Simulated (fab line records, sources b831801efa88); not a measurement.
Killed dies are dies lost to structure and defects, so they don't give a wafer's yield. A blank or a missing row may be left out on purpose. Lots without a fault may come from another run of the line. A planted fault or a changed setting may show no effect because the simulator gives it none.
Which tool did it? | flow gf180mcu | 12 lots, 36 wafers sampled, at 4 steps of a route of 602

WHAT THE GAUGES READ, wafer by wafer
GF_VT_IMPLANT_TW_MEAS_43. Usual: VT_IMPLANT_4_TW 689, standard deviation 3.7.
lot  | measured     | on            | VT_IMPLANT_4_TW         | flag
L106 | day 7 14:31  | film_metro-03 | 688 691 688             |
L110 | day 8 16:22  | film_metro-03 | 683 686 686             |
L111 | day 8 20:17  | film_metro-02 | 689 687 695             |
L113 | day 9 15:05  | film_metro-03 | 687 688 689             |
L114 | day 9 20:07  | film_metro-03 | 559 561 561 561 559 559 | OFF
L115 | day 10 00:50 | film_metro-03 | 560 562 564 561 562 561 | OFF
L116 | day 10 15:42 | film_metro-02 | 692 690 691             |
L123 | day 12 08:49 | film_metro-03 | 686 689 685             |
L124 | day 12 16:16 | film_metro-03 | 689 686 683             |
L126 | day 13 03:48 | film_metro-02 | 690 692 691             |
L127 | day 13 09:39 | film_metro-03 | 692 689 695             |
L128 | day 13 16:49 | film_metro-04 | 685 686 682             |

GF_V1_CD_MEAS_14: target cd 260 nm. Usual: cd_nm 260.1 nm, standard deviation 1.2.
lot  | measured     | on        | cd_nm (nm)        | flag
L106 | day 18 02:10 | cd_sem-02 | 257.7 258.3 258.7 |
L110 | day 19 17:20 | cd_sem-02 | 259.4 260.2 260.6 |
L111 | day 19 22:39 | cd_sem-02 | 257.9 258.1 258.7 |
L113 | day 21 03:21 | cd_sem-01 | 260.8 260.0 259.8 |
L114 | day 21 05:33 | cd_sem-02 | 260.9 260.5 260.8 |
L115 | day 21 14:58 | cd_sem-01 | 261.0 259.2 259.6 |
L116 | day 22 06:39 | cd_sem-02 | 258.8 258.7 258.0 |
L123 | day 24 09:28 | cd_sem-02 | 260.9 261.5 260.1 |
L124 | day 24 21:45 | cd_sem-02 | 262.3 260.5 261.2 |
L126 | day 25 07:09 | cd_sem-02 | 258.8 259.3 258.4 |
L127 | day 25 11:15 | cd_sem-02 | 261.2 261.7 261.4 |
L128 | day 26 00:12 | cd_sem-01 | 260.1 258.9 259.5 |

WHICH TOOL RAN EACH LOT (tool, then ch and the chambers of the sampled wafers, then the start)
lot  | GF_VT_IMPLANT_IMPLANT_41        | GF_CONTACT_ETCH_16
L106 | implanter-02 ch 0, day 7 14:16  | rie_diel-01 ch 0,2, day 16 01:47
L110 | implanter-02 ch 0, day 8 16:07  | rie_diel-01 ch 0,3, day 17 15:07
L111 | implanter-01 ch 0, day 8 20:02  | rie_diel-01 ch 0,3, day 17 20:20
L113 | implanter-04 ch 0, day 9 14:50  | rie_diel-02 ch 0,2,3, day 19 00:19
L114 | implanter-02 ch 0, day 9 19:52  | rie_diel-02 ch 0,1,3, day 19 02:38
L115 | implanter-02 ch 0, day 10 00:35 | rie_diel-04 ch 2,3, day 19 10:46
L116 | implanter-01 ch 0, day 10 15:28 | rie_diel-04 ch 0,1,3, day 20 04:07
L123 | implanter-01 ch 0, day 12 08:34 | rie_diel-01 ch 0,1,2, day 22 09:16
L124 | implanter-04 ch 0, day 12 16:01 | rie_diel-01 ch 1,2, day 22 23:08
L126 | implanter-02 ch 0, day 13 03:33 | rie_diel-04 ch 1,3, day 23 08:13
L127 | implanter-02 ch 0, day 13 09:24 | rie_diel-04 ch 0,1,3, day 23 12:31
L128 | implanter-04 ch 0, day 13 16:34 | rie_diel-01 ch 0,1,3, day 24 01:59
- GF_VT_IMPLANT_IMPLANT_41
- GF_CONTACT_ETCH_16: etches BARC in N2/H2.

WHAT THE TOOLS THEMSELVES READ (means of the sampled wafers that have a number; where no wafer has one, the mark that the record gives instead)
GF_VT_IMPLANT_IMPLANT_41. Usual: dose_ions_cm2 1.0131e+12, standard deviation 9.5e+08; faraday_current_uA 5.71, standard deviation 0.12; tilt_deg 6.995 degrees, standard deviation 0.019.
lot  | tool         | dose_ions_cm2 | faraday_current_uA | tilt_deg (degrees) | flag
L106 | implanter-02 | 1.0128e+12    | 5.70               | 7.023              |
L110 | implanter-02 | 1.0130e+12    | 5.73               | 6.991              |
L111 | implanter-01 | 1.0140e+12    | 5.62               | 6.979              |
L113 | implanter-04 | 1.0129e+12    | 5.79               | 6.984              |
L114 | implanter-02 | 5.2393e+11    | 2.98               | 6.995              | OFF
L115 | implanter-02 | 5.2497e+11    | 3.02               | 6.971              | OFF
L116 | implanter-01 | 1.0122e+12    | 5.63               | 6.997              |
L123 | implanter-01 | 1.0130e+12    | 5.69               | 7.015              |
L124 | implanter-04 | 1.0129e+12    | 5.67               | 7.007              |
L126 | implanter-02 | 1.0124e+12    | 5.64               | 7.012              |
L127 | implanter-02 | 1.0124e+12    | 5.74               | 7.007              |
L128 | implanter-04 | 1.0125e+12    | 5.83               | 6.994              |

GF_CONTACT_ETCH_16. Usual: drypump_motor_current_A 5.8 A, standard deviation 0.42; oes_product_au 0.853 a.u., standard deviation 0.0044; throttle_valve_pct 13.224 %, standard deviation 0.0097.
lot  | tool        | drypump_motor_current_A (A) | oes_product_au (a.u.) | throttle_valve_pct (%) | flag
L106 | rie_diel-01 | 5.4                         | 0.856                 | 13.223                 |
L110 | rie_diel-01 | 5.8                         | 0.856                 | 13.220                 |
L111 | rie_diel-01 | 5.6                         | 0.850                 | 13.223                 |
L113 | rie_diel-02 | 5.8                         | 0.850                 | 13.223                 |
L114 | rie_diel-02 | 5.6                         | 0.854                 | 13.223                 |
L115 | rie_diel-04 | 6.4                         | 0.852                 | 13.218                 |
L116 | rie_diel-04 | 6.1                         | 0.855                 | 13.224                 |
L123 | rie_diel-01 | 5.4                         | 0.856                 | 13.219                 |
L124 | rie_diel-01 | 5.3                         | 0.857                 | 13.218                 |
L126 | rie_diel-04 | 6.1                         | 0.849                 | 13.221                 |
L127 | rie_diel-04 | 6.1                         | 0.853                 | 13.221                 |
L128 | rie_diel-01 | 5.7                         | 0.857                 | 13.231                 |

THE ANSWER, worked out from the rows above alone
Rule: a lot is off if the mean of its wafers that have a number lies more than 3 standard deviations from the usual mean. A lot without any number at a reading at which 4 lots or more have one is off too. The other lots that the step has rows for count as sound. The gauges are gone through in route order, then the tools' own readings, and for those a lot's mean is taken as printed above. The first step at which some lot is off is used, and at that step the reading that is off furthest; a lot without a number counts as furthest.
Off: L114, L115, at GF_VT_IMPLANT_TW_MEAS_43 (VT_IMPLANT_4_TW).
A tool fits if, at a process step before that reading, it ran every lot that is off, and no sound lot after the first of them. The gauges at GF_VT_IMPLANT_TW_MEAS_43 aren't tried: what is off there is off at GF_VT_IMPLANT_IMPLANT_41 too, on other tools, and a gauge's error can't cause that. None of those tried fits.

WHAT THE SIMULATOR HAD PUT IN
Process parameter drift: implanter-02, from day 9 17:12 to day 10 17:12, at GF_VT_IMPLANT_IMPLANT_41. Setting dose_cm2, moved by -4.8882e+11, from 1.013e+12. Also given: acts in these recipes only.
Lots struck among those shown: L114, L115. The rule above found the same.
